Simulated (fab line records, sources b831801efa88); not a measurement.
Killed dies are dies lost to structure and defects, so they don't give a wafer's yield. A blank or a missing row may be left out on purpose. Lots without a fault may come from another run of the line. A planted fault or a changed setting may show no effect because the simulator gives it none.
Which tool did it? | flow sky130 | 13 lots, 39 wafers sampled, at 5 steps of a route of 708

WHAT THE GAUGES READ, wafer by wafer
The record holds no reading of a measuring or inspecting step that can be judged against a usual standard deviation.

WHICH TOOL RAN EACH LOT (tool, then ch and the chambers of the sampled wafers, then the start)
lot  | SKY_GATE_OXIDE_CLEAN_00         | SKY_METAL3_STRIP_19                  | SKY_VIA3_CMP_02               | SKY_METAL4_DESCUM_15              | SKY_PAD_OPEN_PROBE_99
L819 | wet_bench-01 ch 1, day 12 06:51 | plasma_asher-01 ch 0,1, day 38 06:38 | cmp-02 ch 0,1,3, day 38 07:38 | rie_metal-02 ch 0,1, day 41 11:20 | -
L821 | wet_bench-03 ch 3, day 13 10:27 | plasma_asher-02 ch 0,1, day 39 07:36 | cmp-02 ch 0,1,3, day 39 08:37 | rie_metal-03 ch 0,1, day 42 12:11 | -
L822 | wet_bench-03 ch 1, day 13 15:48 | plasma_asher-01 ch 1, day 39 09:53   | cmp-01 ch 0,1, day 39 10:45   | rie_metal-02 ch 0,1, day 42 13:56 | -
L823 | wet_bench-02 ch 2, day 13 23:58 | plasma_asher-04 ch 0,1, day 40 00:15 | cmp-01 ch 0,1,2, day 40 01:05 | rie_metal-02 ch 0,1, day 43 02:41 | -
L825 | wet_bench-02 ch 2, day 14 10:54 | plasma_asher-02 ch 0,1, day 40 04:47 | cmp-02 ch 1,2, day 40 05:37   | rie_metal-02 ch 0,1, day 43 06:38 | -
L827 | wet_bench-01 ch 2, day 15 08:33 | plasma_asher-01 ch 0,1, day 41 03:51 | cmp-02 ch 1,2,3, day 41 04:40 | rie_metal-03 ch 0,1, day 44 03:59 | -
L828 | wet_bench-01 ch 2, day 16 00:45 | plasma_asher-02 ch 0,1, day 41 13:09 | cmp-02 ch 0,3, day 41 13:59   | rie_metal-02 ch 1, day 44 13:08   | -
L829 | wet_bench-03 ch 2, day 16 06:02 | plasma_asher-01 ch 0,1, day 41 19:41 | cmp-01 ch 0,3, day 41 20:29   | rie_metal-01 ch 1, day 44 20:43   | -
L830 | wet_bench-03 ch 2, day 16 16:19 | plasma_asher-04 ch 0,1, day 42 02:06 | cmp-01 ch 1,2,3, day 42 02:58 | rie_metal-03 ch 0,1, day 45 01:11 | -
L834 | wet_bench-03 ch 2, day 17 19:12 | plasma_asher-01 ch 0,1, day 43 01:21 | cmp-01 ch 1,2,3, day 43 02:17 | rie_metal-02 ch 1, day 45 23:11   | -
L839 | wet_bench-03 ch 1, day 19 12:13 | plasma_asher-01 ch 0,1, day 44 09:36 | cmp-01 ch 0,3, day 44 10:28   | rie_metal-03 ch 0,1, day 47 03:56 | prober-02, day 50 11:35
L841 | wet_bench-03 ch 0, day 20 08:11 | plasma_asher-01 ch 0,1, day 44 17:04 | cmp-01 ch 2,3, day 44 17:55   | rie_metal-02 ch 0,1, day 47 10:41 | prober-02, day 50 15:09
L842 | wet_bench-02 ch 0, day 20 14:18 | plasma_asher-02 ch 0, day 44 21:49   | cmp-02 ch 0,2, day 44 22:43   | rie_metal-03 ch 0,1, day 47 14:50 | -
- SKY_GATE_OXIDE_CLEAN_00: cleans in SC1/SC2, time 150 s.
- SKY_METAL3_STRIP_19: strips in O2/N2.
- SKY_VIA3_CMP_02: polishes SiO2.
- SKY_METAL4_DESCUM_15: chemistry O2, time 8 s.
- SKY_PAD_OPEN_PROBE_99

WHAT THE TOOLS THEMSELVES READ (means of the sampled wafers that have a number; where no wafer has one, the mark that the record gives instead)
SKY_METAL3_STRIP_19. Usual: drypump_motor_current_A 5.87 A, standard deviation 0.099; n2_flow_sccm 300.0 sccm, standard deviation 1; oes_product_au 0.502 a.u., standard deviation 0.005; strip_time_to_endpoint_s 6.53 s, standard deviation 0.052.
lot  | tool            | drypump_motor_current_A (A) | n2_flow_sccm (sccm) | oes_product_au (a.u.) | strip_time_to_endpoint_s (s) | flag
L819 | plasma_asher-01 | 5.89                        | 300.3               | 0.500                 | 6.48                         |
L821 | plasma_asher-02 | 5.76                        | 299.9               | 0.499                 | 6.55                         |
L822 | plasma_asher-01 | 5.92                        | 300.4               | 0.499                 | 6.55                         |
L823 | plasma_asher-04 | 5.86                        | 299.3               | 0.500                 | 6.48                         |
L825 | plasma_asher-02 | 5.76                        | 301.4               | 0.497                 | 6.53                         |
L827 | plasma_asher-01 | 5.89                        | 300.4               | 0.508                 | 6.60                         |
L828 | plasma_asher-02 | 5.77                        | 300.5               | 0.505                 | 6.53                         |
L829 | plasma_asher-01 | 5.88                        | 299.2               | 0.505                 | 6.51                         |
L830 | plasma_asher-04 | 5.85                        | 300.1               | 0.504                 | 6.54                         |
L834 | plasma_asher-01 | 5.88                        | 300.1               | 0.501                 | 6.45                         |
L839 | plasma_asher-01 | 5.91                        | 299.8               | 0.505                 | 6.50                         |
L841 | plasma_asher-01 | 5.88                        | 299.6               | 0.507                 | 6.56                         |
L842 | plasma_asher-02 | 5.71                        | 300.9               | 0.505                 | 6.56                         |

SKY_VIA3_CMP_02. Usual: motor_current_A 12.4 A, standard deviation 1.6.
lot  | tool   | motor_current_A (A) | flag
L819 | cmp-02 | 12.8                |
L821 | cmp-02 | 13.0                |
L822 | cmp-01 | 11.7                |
L823 | cmp-01 | 12.0                |
L825 | cmp-02 | 13.7                |
L827 | cmp-02 | 13.4                |
L828 | cmp-02 | 12.1                |
L829 | cmp-01 | 9.5                 |
L830 | cmp-01 | 12.0                |
L834 | cmp-01 | 12.1                |
L839 | cmp-01 | 9.5                 |
L841 | cmp-01 | 11.0                |
L842 | cmp-02 | 12.4                |

SKY_METAL4_DESCUM_15. Usual: drypump_motor_current_A 6.0 A, standard deviation 0.34; oes_product_au 1.001 a.u., standard deviation 0.0063.
lot  | tool         | drypump_motor_current_A (A) | oes_product_au (a.u.) | flag
L819 | rie_metal-02 | 5.9                         | 0.993                 |
L821 | rie_metal-03 | 6.3                         | 1.001                 |
L822 | rie_metal-02 | 5.7                         | 1.005                 |
L823 | rie_metal-02 | 5.7                         | 0.999                 |
L825 | rie_metal-02 | 5.9                         | 1.000                 |
L827 | rie_metal-03 | 6.0                         | 1.002                 |
L828 | rie_metal-02 | 6.0                         | 0.998                 |
L829 | rie_metal-01 | 6.0                         | 1.003                 |
L830 | rie_metal-03 | 6.0                         | 0.998                 |
L834 | rie_metal-02 | 6.0                         | 0.999                 |
L839 | rie_metal-03 | 6.3                         | 1.001                 |
L841 | rie_metal-02 | 5.7                         | 0.997                 |
L842 | rie_metal-03 | 6.0                         | 1.000                 |

SKY_PAD_OPEN_PROBE_99. Usual: killed_at_M0_to_M3 44, standard deviation 7.7; killed_at_M4_up 3.2, standard deviation 1.7; killed_at_contacts 24, standard deviation 5.3; killed_at_front_end 15, standard deviation 4.3; killed_at_other 0.3, standard deviation 0.57; killed_dies 87, standard deviation 11; killed_open 47, standard deviation 7.4; killed_short 40, standard deviation 6.5.
lot  | tool      | killed_at_M0_to_M3 | killed_at_M4_up | killed_at_contacts | killed_at_front_end | killed_at_other | killed_dies | killed_open | killed_short | flag
L839 | prober-02 | 38                 | 2.0             | 19                 | 67                  | 0.0             | 127         | 38          | 40           | OFF
L841 | prober-02 | 54                 | 3.3             | 27                 | 71                  | 0.3             | 156         | 62          | 40           | OFF

THE ANSWER, worked out from the rows above alone
Rule: a lot is off if the mean of its wafers that have a number lies more than 3 standard deviations from the usual mean. A lot without any number at a reading at which 4 lots or more have one is off too. The other lots that the step has rows for count as sound. The gauges are gone through in route order, then the tools' own readings, and for those a lot's mean is taken as printed above. The first step at which some lot is off is used, and at that step the reading that is off furthest; a lot without a number counts as furthest.
Off: L839, L841, at SKY_PAD_OPEN_PROBE_99 (killed_at_front_end). Neither off nor sound, because the step has no rows for them: L819, L821, L822, L823, L825, L827, L828, L829, L830, L834, L842.
A tool fits if, at that step or a process step before it, it ran every lot that is off, and no sound lot after the first of them. Can't be told from this: 4 tools fit, wet_bench-03 at SKY_GATE_OXIDE_CLEAN_00, plasma_asher-01 at SKY_METAL3_STRIP_19, cmp-01 at SKY_VIA3_CMP_02, prober-02 at SKY_PAD_OPEN_PROBE_99.

WHAT THE SIMULATOR HAD PUT IN
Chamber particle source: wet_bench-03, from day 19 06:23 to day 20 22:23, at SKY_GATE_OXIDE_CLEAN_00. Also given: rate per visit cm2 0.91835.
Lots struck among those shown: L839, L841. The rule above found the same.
